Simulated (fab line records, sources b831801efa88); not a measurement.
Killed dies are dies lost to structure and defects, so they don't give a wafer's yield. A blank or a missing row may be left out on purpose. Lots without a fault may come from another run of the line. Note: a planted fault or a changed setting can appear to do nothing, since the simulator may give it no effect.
A lot that was struck, set against a sound lot | flow sky130 | 15 steps out of a route of 708
Sound: the wafers L184.3, L184.4, L184.6. Struck: wafers L188.3, L188.6 (left out: L188.4, a lot-mate that was not struck); the cause follows at the end.
Per side, at each step with rows, come the tool, then ch with its chambers, and then its first start. Under that, the readings that differ: sound wafers | struck wafers | difference of the means | sigmas: that difference in standard deviations of wafers without a fault.
alike: readings with means less than 2 such deviations apart, plus words and numbers identical on both sides. not compared: withheld readings, readings lacking a value on some wafer, bounds such as >300 that could conceal the same value, and numbers that have no deviation in the record and whose values overlap.
Wherever a step has rows on one side only, a row that says differs or no value, or a row with sigmas, the two part there. Non-overlapping numbers with no deviation appear without sigmas and do not part them. A reading that every wafer of one side lacks parts them only if that side has two wafers or more.

first, 7 steps without rows for these wafers: SKY_METAL4_HMDS_06 (prime time 60 s); SKY_METAL4_COAT_07 (resist thk 60 nm); SKY_METAL4_COAT_08 (resist thk 1140 nm); SKY_METAL4_SOFTBAKE_09 (time 90 s); SKY_METAL4_EXPOSE_10 (exposes mask MM4, target cd 300 nm); SKY_METAL4_PEB_11; SKY_METAL4_DEVELOP_12 (develop time 60 s).
SKY_METAL4_CD_MEAS_13 targets a cd of 300 nm.
  sound on cd sem-01, day 45 18:41; struck on cd sem-02, day 46 14:29
  alike: cd nm
SKY_METAL4_OVL_MEAS_14:
  sound on overlay-01, day 45 18:47; struck on overlay-01, day 46 14:34
  alike: METAL4_OVL
SKY_METAL4_DESCUM_15: chemistry O2, time 8 s.
  sound on rie metal-03 ch 0,1, day 45 18:49; struck on rie metal-01 ch 1, day 46 14:36
  reading                     | sound       | struck  | difference | sigmas
  drypump motor current A (A) | 5.9 6.0 6.0 | 5.3 5.3 | -0.7       | -2
  alike: oes product au
  not compared: rf hours counter h
SKY_METAL4_ETCH_16: etches BARC in N2/H2, stops on SiO2, time 88.2 s, target depth 60 nm.
  sound on rie metal-03 ch 0,1, day 45 18:52; struck on rie metal-01 ch 1, day 46 14:40
  reading                     | sound       | struck  | difference | sigmas
  drypump motor current A (A) | 5.8 6.0 6.0 | 5.3 5.3 | -0.6       | -2
  alike: oes product au, throttle valve pct
  not compared: rf hours counter h
SKY_METAL4_ETCH_17: etches SiO2 in C4F8/O2/Ar, stops on TiN, time 3.9 s, target depth 15 nm.
  sound on rie diel-02 ch 0,1,3, day 45 18:56; struck on rie diel-01 ch 1, day 46 14:43
  alike: oes product au
  not compared: rf hours counter h
SKY_METAL4_METAL_ETCH_18: etches the open film in Cl2/BCl3, stops on SiO2, target depth 845 nm, time 183.1 s.
  sound on rie metal-02 ch 0,1, day 45 19:01; struck on rie metal-03 ch 0, day 46 14:48
  reading                                       | sound             | struck      | difference | sigmas
  oes product au (a.u.)                         | 0.861 0.865 0.870 | 0.818 0.813 | -0.050     | -8
  model.KrF-thick_of_METAL4_COAT_08.thk nm (nm) | 522.7 517.8 516.5 | 692.8 696.4 | +175.6     |
  model.METAL4.feature depth nm (nm)            | 859.9 861.7 864.7 | 782 777.8   | -82        |
  model.etch.depth nm (nm)                      | 859.9 861.7 864.7 | 782 777.8   | -82        |
  alike: drypump motor current A, mfc cl2 sccm, throttle valve pct
  not compared: rf hours counter h
SKY_METAL4_STRIP_19: strips in O2/N2.
  sound on plasma asher-01 ch 0,1, day 45 19:10; struck on plasma asher-01 ch 0,1, day 46 14:57
  reading                      | sound             | struck      | difference | sigmas
  oes product au (a.u.)        | 0.501 0.495 0.500 | 0.570 0.573 | +0.073     | +13
  strip time to endpoint s (s) | 6.49 6.45 6.42    | 8.16 8.20   | +1.73      | +17
  alike: drypump motor current A
  not compared: rf hours counter h
then, 1 step without rows for these wafers: SKY_METAL4_STRIP_20 (strips in post etch residue remover, time 1200 s).

## WHERE THEY PART
First at SKY_METAL4_DESCUM_15; last, within this record, at SKY_METAL4_STRIP_19.

WHY: the cause the simulator had injected
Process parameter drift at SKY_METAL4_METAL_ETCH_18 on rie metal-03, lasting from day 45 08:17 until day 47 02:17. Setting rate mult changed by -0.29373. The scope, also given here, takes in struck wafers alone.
